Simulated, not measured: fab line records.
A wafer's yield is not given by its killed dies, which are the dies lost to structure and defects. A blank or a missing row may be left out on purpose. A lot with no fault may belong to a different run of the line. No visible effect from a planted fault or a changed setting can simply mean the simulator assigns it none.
fab line records ; flow sky130
[record] lots = 7; wafers = 18; lastDay = 51
route steps=708 shown METAL2@489 PAD_OPEN@708
lots untouched by any fault: they come from a run of this same line in which no faults occurred
startH: hours from the record's first day to the start of the lot's first wafer shown ; waitH: hours elapsed since this lot's preceding step ; " the same as in the row above ; L1.1+2: a single row standing in for several wafers ; - no value present, or no start provided ; * or withheld: withheld ; < > ~ a bound
route shown NAME@n: names a module that has steps shown in the file, with the first one's number in the route ; usual: the fault-free wafers' mean and standard deviation ; same: alike in all rows ; chamber/n: place in a boat ; sites: per-site readings ; _std_site: the standard deviation of these ; _edge_site: outer sites' mean less inner sites' ; radiusMm: for every site, how far away it sits from the centre of the wafer ; mask NAME#n: copy n ; behind: tool/chamber where the wafer was last shaped ; hold: why the lot was held/for how many hours/how that ended ; device: whichever transistor did not switch (one of n, p or np) ; end of line: tests of these same wafers at the route's end ; step lacking rows: just its recipe ; killed: count of dies lost to structure and defects at first sort (not the wafer's yield) ; map: per-die view of a wafer (x killed, . not killed, _ where there is no die)
set.NAME: the setting as run; set.NAME@STEP: as run at that earlier step ; model.NAME: the simulator's own value behind a step, which no gauge read
lots seen at some steps along the route; tables by step, rows by wafer
services: a tool's chamber out of use, with start hour (startH, from the record's first day; less than 0 if before it), hours out, and reason
[[steps]]
[step SKY_METAL2_THK_MEAS_06]
[recipe] thkMeasGauge = xrf; reads = AlCu_of_METAL2_SPUTTER_02
[usual] METAL2_ALCU_THK = 249.4/2.8
lot.wafer;tool;chamber;startH;waitH;METAL2_ALCU_THK[nm]
L840.1;filmMetro-03;-;820.58;0.1;253.3
L840.3;filmMetro-03;-;820.58;0.1;250.8
L840.4;filmMetro-03;-;820.58;0.1;249.9
L846.2;filmMetro-03;-;856.33;0.1;250.7
L846.5;filmMetro-03;-;856.33;0.1;255.0
L846.6;filmMetro-03;-;856.33;0.1;252.3
L854.3;filmMetro-03;-;922.38;0.1;247.5
L854.6;filmMetro-03;-;922.38;0.1;252.2
L857.3;filmMetro-04;-;937.62;0.1;250.7
L857.4;filmMetro-04;-;937.62;0.1;250.8
L858.4;filmMetro-04;-;943.61;0.1;253.4
L858.6;filmMetro-04;-;943.61;0.1;253.9
L860.1;filmMetro-01;-;957.72;0.1;249.1
L860.4;filmMetro-01;-;957.72;0.1;252.5
L860.5;filmMetro-01;-;957.72;0.1;249.3
L862.1;filmMetro-01;-;970.60;0.1;251.5
L862.2;filmMetro-01;-;970.60;0.1;248.9
L862.3;filmMetro-01;-;970.60;0.1;247.8
[step SKY_METAL2_DEHYDRATE_07]
[recipe] tempC = 200; timeS = 60
[step SKY_METAL2_HMDS_08]
[recipe] primeTimeS = 60; primeTempC = 120
[step SKY_METAL2_COAT_09]
[recipe] resist = BARC; tempC = withheld; timeS = withheld; spinRpm = 3000; resistThkNm = 60
[step SKY_METAL2_COAT_10]
[recipe] resist = KrF-thick; spinRpm = 3000; resistThkNm = 450
[step SKY_METAL2_SOFTBAKE_11]
[recipe] tempC = 100; timeS = 90; resist = KrF-thick
[step SKY_METAL2_EXPOSE_12]
[recipe] maskId = MM2; na = 0.8; sourceShape = annular; sigmaInner = 0.55; sigmaOuter = 0.85; targetCdNm = 140; doseMj = 28
[step SKY_METAL2_PEB_13]
[recipe] pebTempC = withheld; pebTimeS = withheld; resist = KrF-thick
[step SKY_METAL2_DEVELOP_14]
[recipe] developTimeS = 60; resist = KrF-thick; devTempC = 21
[step SKY_METAL2_CD_MEAS_15]
[recipe] targetCdNm = 140
[usual] cdNm = 139.7/1.6
lot.wafer;tool;chamber;startH;waitH;cdNm
L840.1;cdSem-01;-;847.04;-;141.5
L840.3;cdSem-01;-;847.04;-;141.2
L840.4;cdSem-01;-;847.04;-;141.2
L846.2;cdSem-01;-;881.91;-;140.3
L846.5;cdSem-01;-;881.91;-;139.9
L846.6;cdSem-01;-;881.91;-;141.6
L854.3;cdSem-02;-;947.75;-;141.6
L854.6;cdSem-02;-;947.75;-;140.8
L857.3;cdSem-01;-;962.20;-;139.8
L857.4;cdSem-01;-;962.20;-;142.6
L858.4;cdSem-02;-;968.55;-;137.3
L858.6;cdSem-02;-;968.55;-;138.5
L860.1;cdSem-02;-;982.04;-;139.2
L860.4;cdSem-02;-;982.04;-;137.6
L860.5;cdSem-02;-;982.04;-;140.2
L862.1;cdSem-01;-;994.84;-;139.3
L862.2;cdSem-01;-;994.84;-;140.2
L862.3;cdSem-01;-;994.84;-;138.9
[step SKY_METAL2_OVL_MEAS_16]
[usual] METAL2_OVL = 2/5.6
lot.wafer;tool;chamber;startH;waitH;METAL2_OVL[nm]
L840.1;overlay-01;-;847.16;0.1;7
L840.3;overlay-01;-;847.16;0.1;8
L840.4;overlay-01;-;847.16;0.1;-4
L846.2;overlay-01;-;882.02;0.1;-3
L846.5;overlay-01;-;882.02;0.1;9
L846.6;overlay-01;-;882.02;0.1;9
L854.3;overlay-01;-;947.84;0.1;1
L854.6;overlay-01;-;947.84;0.1;5
L857.3;overlay-02;-;962.29;0.1;10
L857.4;overlay-02;-;962.29;0.1;1
L858.4;overlay-01;-;968.63;0.1;7
L858.6;overlay-01;-;968.63;0.1;3
L860.1;overlay-01;-;982.16;0.1;5
L860.4;overlay-01;-;982.16;0.1;7
L860.5;overlay-01;-;982.16;0.1;5
L862.1;overlay-01;-;994.96;0.1;14
L862.2;overlay-01;-;994.96;0.1;3
L862.3;overlay-01;-;994.96;0.1;8
[step SKY_METAL2_DESCUM_17]
[recipe] chemistry = O2; sourcePowerW = 150; biasPowerW = 0; pressureMtorr = 10; tempC = 40; timeS = 8
[usual] drypumpMotorCurrentA = 5.81/0.24; heBacksideLeakSccm = 3.38/0.2; oesProductAu = 1.002/0.0072
lot.wafer;tool;chamber;startH;waitH;drypumpMotorCurrentA;heBacksideLeakSccm;oesProductAu;rfHoursCounterH
L840.1;rieMetal-03;1;847.20;0.0;5.64;3.38;1.018;10
L840.3;rieMetal-03;0;847.20;0.0;6.18;3.41;1.011;-
L840.4;rieMetal-03;1;847.20;0.0;5.63;3.41;1.014;-
L846.2;rieMetal-04;0;882.05;0.0;5.74;3.21;0.992;8
L846.5;rieMetal-04;1;882.05;0.0;5.58;3.00;1.004;-
L846.6;rieMetal-04;0;882.05;0.0;5.75;3.23;1.007;-
L854.3;rieMetal-03;0;947.88;0.0;6.18;3.30;1.004;-
L854.6;rieMetal-03;0;947.88;0.0;6.21;3.30;0.998;-
L857.3;rieMetal-03;1;962.32;0.0;5.65;3.48;1.011;-
L857.4;rieMetal-03;0;962.32;0.0;6.19;3.53;1.005;-
L858.4;rieMetal-03;1;968.66;0.0;5.66;3.47;1.002;-
L858.6;rieMetal-03;1;968.66;0.0;5.67;3.36;1.007;-
L860.1;rieMetal-01;1;982.20;0.0;6.04;3.36;1.000;2
L860.4;rieMetal-01;0;982.20;0.0;5.78;3.72;0.996;-
L860.5;rieMetal-01;0;982.20;0.0;5.77;3.75;0.998;-
L862.1;rieMetal-04;0;995.00;0.0;5.75;3.26;1.003;13
L862.2;rieMetal-04;1;995.00;0.0;5.56;3.00;1.008;6
L862.3;rieMetal-04;1;995.00;0.0;5.58;3.08;1.007;-
[step SKY_METAL2_ETCH_18]
[recipe] chemistry = N2/H2; target = BARC; ionEnergyEv = 200; biasW = 100; pressureMtorr = 30; n2FlowSccm = 100; h2FlowSccm = 200; icpW = 500; stopOn = SiO2; timeS = 45.9; targetDepthA = 600
[usual] drypumpMotorCurrentA = 5.82/0.24; heBacksideLeakSccm = 3.37/0.26; oesProductAu = 0.854/0.0046; throttleValvePct = 13.225/0.0095
lot.wafer;tool;chamber;startH;waitH;drypumpMotorCurrentA;heBacksideLeakSccm;oesProductAu;rfHoursCounterH;throttleValvePct;model.KrF-thick_of_METAL2_COAT_10.thkNm;model.etch.depthNm;model.METAL2.cdNm
L840.1;rieMetal-03;1;847.23;0.0;5.63;3.21;0.853;10;13.221;391.3;60.09;141.2
L840.3;rieMetal-03;0;847.23;0.0;6.22;3.52;0.855;-;13.228;390.2;60.12;140.6
L840.4;rieMetal-03;1;847.23;0.0;5.64;3.24;0.863;-;13.204;390.5;60.03;141
L846.2;rieMetal-04;0;882.08;0.0;5.75;3.45;0.862;8;13.243;390.5;60.12;139.9
L846.5;rieMetal-04;1;882.08;0.0;5.58;3.06;0.854;-;13.230;392.2;60.16;140.3
L846.6;rieMetal-04;0;882.08;0.0;5.76;3.13;0.852;-;13.226;392.7;60.3;141
L854.3;rieMetal-03;0;947.92;0.0;6.22;3.46;0.857;-;13.224;392.7;60.05;142.2
L854.6;rieMetal-03;0;947.92;0.0;6.24;3.55;0.767;-;13.209;407.8;49.07;144.6
L857.3;rieMetal-03;1;962.37;0.0;5.66;3.45;0.860;-;13.214;392.8;59.83;139.8
L857.4;rieMetal-03;0;962.37;0.0;6.23;3.59;0.770;-;13.224;408.7;49.3;145.1
L858.4;rieMetal-03;1;968.70;0.0;5.66;3.32;0.763;-;13.224;407.3;49.06;140.8
L858.6;rieMetal-03;1;968.70;0.0;5.65;3.57;0.774;-;13.221;405.3;49.48;141.6
L860.1;rieMetal-01;1;982.23;0.0;6.02;3.83;0.854;2;13.236;392.7;60.07;137.6
L860.4;rieMetal-01;0;982.23;0.0;5.77;3.38;0.845;-;13.223;392.1;59.7;138.2
L860.5;rieMetal-01;0;982.23;0.0;5.77;3.32;0.847;-;13.235;394;59.91;140.4
L862.1;rieMetal-04;0;995.03;0.0;5.76;3.39;0.853;13;13.217;391.7;59.85;138.9
L862.2;rieMetal-04;1;995.03;0.0;5.58;3.17;0.855;6;13.239;391.2;59.79;140.5
L862.3;rieMetal-04;1;995.03;0.0;5.58;3.09;0.843;-;13.224;391.3;59.8;139
[step SKY_METAL2_METAL_ETCH_19]
[recipe] targetDepthA = 3600; stopOn = SiO2; overEtchFrac = 0.3; timeS = 78; chemistry = Cl2/BCl3; resistSidewallDeg = 88; pressureMtorr = 10; icpW = 900; biasW = 48.5; Cl2_flow_sccm = 60; bcl3FlowSccm = 30
[usual] drypumpMotorCurrentA = 5.81/0.24; heBacksideLeakSccm = 3.37/0.23; oesProductAu = 0.854/0.0055; throttleValvePct = 22.264/0.0091
lot.wafer;tool;chamber;startH;waitH;drypumpMotorCurrentA;heBacksideLeakSccm;oesProductAu;rfHoursCounterH;throttleValvePct;model.KrF-thick_of_METAL2_COAT_10.thkNm;model.METAL2.cdNm
L840.1;rieMetal-03;1;847.29;0.0;5.63;3.45;0.859;10;22.252;152.3;139.6
L840.3;rieMetal-03;0;847.29;0.0;6.20;3.44;0.855;-;22.248;154.2;141.3
L840.4;rieMetal-03;1;847.29;0.0;5.64;3.41;0.853;-;22.269;152.5;140
L846.2;rieMetal-04;0;882.14;0.0;5.76;3.60;0.855;8;22.256;156.1;140
L846.5;rieMetal-04;1;882.14;0.0;5.59;3.02;0.860;-;22.254;160.1;138.5
L846.6;rieMetal-04;0;882.14;0.0;5.72;3.72;0.856;-;22.264;158.4;141.8
L854.3;rieMetal-03;0;947.99;0.1;6.22;3.63;0.844;-;22.254;155.1;140.9
L854.6;rieMetal-03;0;947.99;0.1;6.23;3.57;0.857;-;22.256;171.2;143.9
L857.3;rieMetal-03;1;962.44;0.1;5.64;3.52;0.857;-;22.271;157.6;137.9
L857.4;rieMetal-03;0;962.44;0.1;6.21;3.07;0.856;-;22.268;172.8;144.1
L858.4;rieMetal-03;1;968.77;0.1;5.62;3.43;0.861;-;22.259;171.2;140.3
L858.6;rieMetal-03;1;968.77;0.1;5.63;3.32;0.850;-;22.258;168.3;141.2
L860.1;rieMetal-01;1;982.29;0.0;6.04;3.46;0.854;2;22.263;159.6;137.3
L860.4;rieMetal-01;0;982.29;0.0;5.78;3.61;0.861;-;22.274;159.5;138.5
L860.5;rieMetal-01;0;982.29;0.0;5.77;3.78;0.854;-;22.269;162.2;142.1
L862.1;rieMetal-04;0;995.09;0.0;5.75;3.24;0.859;13;22.275;156.2;142
L862.2;rieMetal-04;1;995.09;0.0;5.58;3.13;0.851;6;22.269;158.4;138.9
L862.3;rieMetal-04;1;995.09;0.0;5.57;3.14;0.849;-;22.269;157.4;138.3
[step SKY_METAL2_STRIP_20]
[recipe] chemistry = O2/N2; powerW = 1400; pressureMtorr = 1500; platenTempC = withheld; o2FlowSccm = 3000; n2FlowSccm = 300; overashFraction = 0.5
[usual] drypumpMotorCurrentA = 5.8/0.4; oesProductAu = 0.342/0.0041; stripTimeToEndpointS = 2.682/0.029
lot.wafer;tool;chamber;startH;waitH;drypumpMotorCurrentA;oesProductAu;rfHoursCounterH;stripTimeToEndpointS
L840.1;plasmaAsher-01;0;847.38;0.1;6.0;0.344;10;2.627
L840.3;plasmaAsher-01;1;847.38;0.1;5.1;0.338;-;2.655
L840.4;plasmaAsher-01;0;847.38;0.1;5.9;0.346;-;2.638
L846.2;plasmaAsher-02;1;882.23;0.1;6.1;0.343;77;2.678
L846.5;plasmaAsher-02;0;882.23;0.1;5.9;0.338;-;2.703
L846.6;plasmaAsher-02;1;882.23;0.1;6.1;0.341;-;2.712
L854.3;plasmaAsher-04;0;948.09;0.1;5.2;0.336;-;2.666
L854.6;plasmaAsher-04;1;948.09;0.1;6.1;0.348;-;2.837
L857.3;plasmaAsher-04;0;962.53;0.1;5.2;0.338;-;2.697
L857.4;plasmaAsher-04;1;962.53;0.1;6.1;0.349;-;2.847
L858.4;plasmaAsher-02;0;968.87;0.1;5.9;0.347;-;2.832
L858.6;plasmaAsher-02;0;968.87;0.1;5.9;0.350;-;2.789
L860.1;plasmaAsher-04;0;982.38;0.1;5.2;0.336;106;2.705
L860.4;plasmaAsher-04;1;982.38;0.1;6.1;0.346;-;2.689
L860.5;plasmaAsher-04;1;982.38;0.1;6.1;0.346;-;2.731
L862.1;plasmaAsher-02;0;995.18;0.1;5.9;0.343;88;2.665
L862.2;plasmaAsher-02;1;995.18;0.1;6.1;0.343;88;2.692
L862.3;plasmaAsher-02;1;995.18;0.1;6.1;0.336;-;2.681
[step SKY_METAL2_STRIP_21]
[recipe] chemistry = postEtchResidueRemover; timeS = 1200; tempC = 72.5
[step SKY_PAD_OPEN_PROBE_99]
[usual] defectLimitedYield = 82.3/1.8; killed_at_M0_to_M3 = 43/6.9; killed_at_M4_up = 3.2/1.6; killedAtContacts = 25/5.1; killedAtFrontEnd = 16/4.5; killedAtOther = 0.3/0.68; killedDies = 87/8.9; killedOpen = 48/6.9; killedShort = 39/6.3
[same] grossDies = 492; killedAtBackSide = 0
lot.wafer;tool;chamber;startH;waitH;defectLimitedYield[%];killed_at_M0_to_M3;killed_at_M4_up;killedAtContacts;killedAtFrontEnd;killedAtOther;killedDies;killedOpen;killedShort;model.etest.tester.sortNPass;model.etest.tester.sortYieldPct;model.etest.tester.sort_bin_3_pct;model.etest.liconPoly.short;model.etest.resIsoPwell.short;model.etest.via4Chain.short;model.etest.met4.short;model.etest.sramPfetLatch.overLimit
L840.1;prober-01;-;1105.48;0.1;81.9;49;3;25;11;1;89;55;34;403;81.91;0.6098;0;0;0;0;0
L840.3;prober-01;-;1105.58;0.2;83.5;33;4;22;22;0;81;39;42;411;83.54;1.016;0;0;0;0;0
L840.4;prober-01;-;1105.63;0.2;84.1;35;4;25;13;1;78;38;40;414;84.15;1.016;0;0;0;0;0
L854.3;prober-02;-;1179.79;0.2;80.3;44;4;28;21;0;97;59;37;395;80.28;0.813;0;0;0;0;0
L854.6;prober-02;-;1179.94;0.2;82.3;39;6;23;19;0;87;43;44;58;11.79;71.14;1;1;1;1;1
L857.3;prober-01;-;1190.99;0.2;81.5;48;4;27;11;1;91;45;46;401;81.5;0.6098;0;0;0;0;0
L857.4;prober-01;-;1191.04;0.2;80.5;53;4;22;17;0;96;51;45;53;10.77;70.53;1;1;1;1;1
L858.4;prober-02;-;1196.12;0.2;83.1;34;5;27;17;0;83;48;35;56;11.38;72.36;1;1;1;1;1
L858.6;prober-02;-;1196.22;0.2;81.3;50;4;25;13;0;92;53;39;66;13.41;68.7;1;1;1;1;1
L862.1;prober-02;-;1213.03;0.1;82.1;45;6;19;17;1;88;53;35;404;82.11;0.4065;0;0;0;0;0
L862.2;prober-02;-;1213.08;0.1;80.7;48;1;29;17;0;95;44;51;397;80.69;0.813;0;0;0;0;0
L862.3;prober-02;-;1213.13;0.2;86.8;31;1;19;14;0;65;34;31;427;86.79;0.4065;0;0;0;0;0
// killed by level:class
L840.1 VIA1:geometricParticle:open=11 VIA3:geometricParticle:open=11 CONTACT:geometricParticle:open=9 LI_CONTACT:geometricParticle:open=7 VIA2:geometricParticle:short=7 LOCAL_INTERCONNECT:geometricParticle:short=6 FIELD_ISO:geometricParticle:open=5 VIA2:geometricParticle:open=5
L840.3 CONTACT:geometricParticle:open=9 VIA1:geometricParticle:open=7 LI_CONTACT:geometricParticle:open=6 FIELD_ISO:geometricParticle:short=5 POLY_GATE:geometricParticle:short=5 CONTACT:geometricParticle:short=5 METAL1:geometricParticle:short=5 POLY_CUT:geometricParticle:open=4
L840.4 CONTACT:geometricParticle:open=9 METAL1:geometricParticle:short=7 POLY_GATE:geometricParticle:short=6 LI_CONTACT:geometricParticle:open=5 LOCAL_INTERCONNECT:geometricParticle:short=5 VIA1:geometricParticle:open=5 CONTACT:geometricParticle:short=4 METAL2:geometricParticle:short=4
L854.3 VIA1:geometricParticle:open=11 CONTACT:geometricParticle:open=10 LI_CONTACT:geometricParticle:open=9 VIA2:geometricParticle:open=9 POLY_GATE:geometricParticle:open=7 VIA3:geometricParticle:open=7 FIELD_ISO:geometricParticle:open=4 CONTACT:geometricParticle:short=4
L854.6 VIA1:geometricParticle:open=11 METAL2:geometricParticle:short=8 CONTACT:geometricParticle:open=7 LI_CONTACT:geometricParticle:open=6 FIELD_ISO:geometricParticle:short=5 FIELD_ISO:geometricParticle:open=4 POLY_GATE:geometricParticle:short=4 LI_CONTACT:geometricParticle:short=4
L857.3 CONTACT:geometricParticle:open=8 VIA1:geometricParticle:open=8 LI_CONTACT:geometricParticle:open=7 VIA3:geometricParticle:short=5 CONTACT:geometricParticle:short=5 VIA2:geometricParticle:short=5 METAL1:geometricParticle:short=5 VIA1:geometricParticle:short=5
L857.4 VIA3:geometricParticle:open=11 VIA1:geometricParticle:open=8 METAL2:geometricParticle:short=7 POLY_GATE:geometricParticle:short=6 CONTACT:geometricParticle:short=6 LI_CONTACT:geometricParticle:open=6 VIA1:geometricParticle:short=6 VIA2:geometricParticle:open=6
L858.4 CONTACT:geometricParticle:open=12 VIA1:geometricParticle:open=12 LI_CONTACT:geometricParticle:open=7 LOCAL_INTERCONNECT:geometricParticle:short=5 POLY_GATE:geometricParticle:short=4 SPACER:geometricParticle:short=4 METAL3:geometricParticle:short=4 VIA1:geometricParticle:short=3
L858.6 VIA1:geometricParticle:open=14 VIA2:geometricParticle:open=8 CONTACT:geometricParticle:open=7 CONTACT:geometricParticle:short=7 LI_CONTACT:geometricParticle:open=6 METAL3:geometricParticle:short=6 FIELD_ISO:geometricParticle:short=5 POLY_GATE:geometricParticle:open=5
L862.1 CONTACT:geometricParticle:open=11 VIA3:geometricParticle:open=10 VIA1:geometricParticle:open=9 FIELD_ISO:geometricParticle:open=5 METAL2:geometricParticle:short=5 FIELD_ISO:geometricParticle:short=4 LI_CONTACT:geometricParticle:open=4 VIA3:geometricParticle:short=4
L862.2 VIA1:geometricParticle:short=11 CONTACT:geometricParticle:open=10 VIA1:geometricParticle:open=8 LI_CONTACT:geometricParticle:open=7 METAL1:geometricParticle:short=7 LOCAL_INTERCONNECT:geometricParticle:short=6 FIELD_ISO:geometricParticle:short=5 POLY_GATE:geometricParticle:short=5
L862.3 LOCAL_INTERCONNECT:geometricParticle:short=6 VIA2:geometricParticle:open=6 FIELD_ISO:geometricParticle:open=5 LI_CONTACT:geometricParticle:open=5 VIA3:geometricParticle:open=5 CONTACT:geometricParticle:open=5 METAL2:geometricParticle:short=5 SONOS_ONO:geometricParticle:short=3
[[services]]
tool;chamber;startH;hours;kind
rieMetal-01;-;829.61;0.4;repair
rieMetal-04;0;830.66;21.1;repair
plasmaAsher-02;-;837.47;0.3;repair
rieMetal-04;1;851.80;-;clean
rieMetal-04;1;851.80;25.8;scheduledDown
rieMetal-04;1;851.80;25.8;ventCycle
plasmaAsher-02;-;862.05;0.6;repair
plasmaAsher-02;-;867.50;2.8;pm
plasmaAsher-01;-;881.08;1.8;repair
rieMetal-01;1;928.90;-;clean
rieMetal-01;1;928.90;18.7;scheduledDown
rieMetal-01;1;928.90;18.7;ventCycle
plasmaAsher-01;-;940.85;2.7;repair
plasmaAsher-02;-;949.75;1.8;repair
rieMetal-01;0;963.91;4.2;repair
rieMetal-04;0;985.94;1.2;repair
[[key]]
[firstSign] step = SKY_METAL2_ETCH_18; reading = oesProductAu; direction = down; sigmas = 19; usual = 0.854; struck = 0.769
[effect] step = SKY_METAL2_STRIP_20; reading = stripTimeToEndpointS; direction = up; sigmas = 5; usual = *; struck = *
[modelEffect] step = SKY_METAL2_ETCH_18; value = KrF-thick_of_METAL2_COAT_10.thkNm; without = 391.2; struck = 407.3
[modelEffect] step = SKY_METAL2_METAL_ETCH_19; value = KrF-thick_of_METAL2_COAT_10.thkNm; without = 154.8; struck = 170.9
[modelEffect] step = SKY_PAD_OPEN_PROBE_99; value = etest.tester.sortNPass; without = 402.5; struck = 58.25
metAt SKY_METAL2_ETCH_18
struckWafers L854.6,L857.4,L858.4,L858.6
onsetBetween 847.23 947.92
[fault] kind = processParameterDrift; tool = rieMetal-03; chamber = -; onsetH = 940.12; steps = SKY_METAL2_ETCH_18; channel = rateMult; offset = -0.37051; shape = step; endH = 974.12; scope = struckWafersOnly
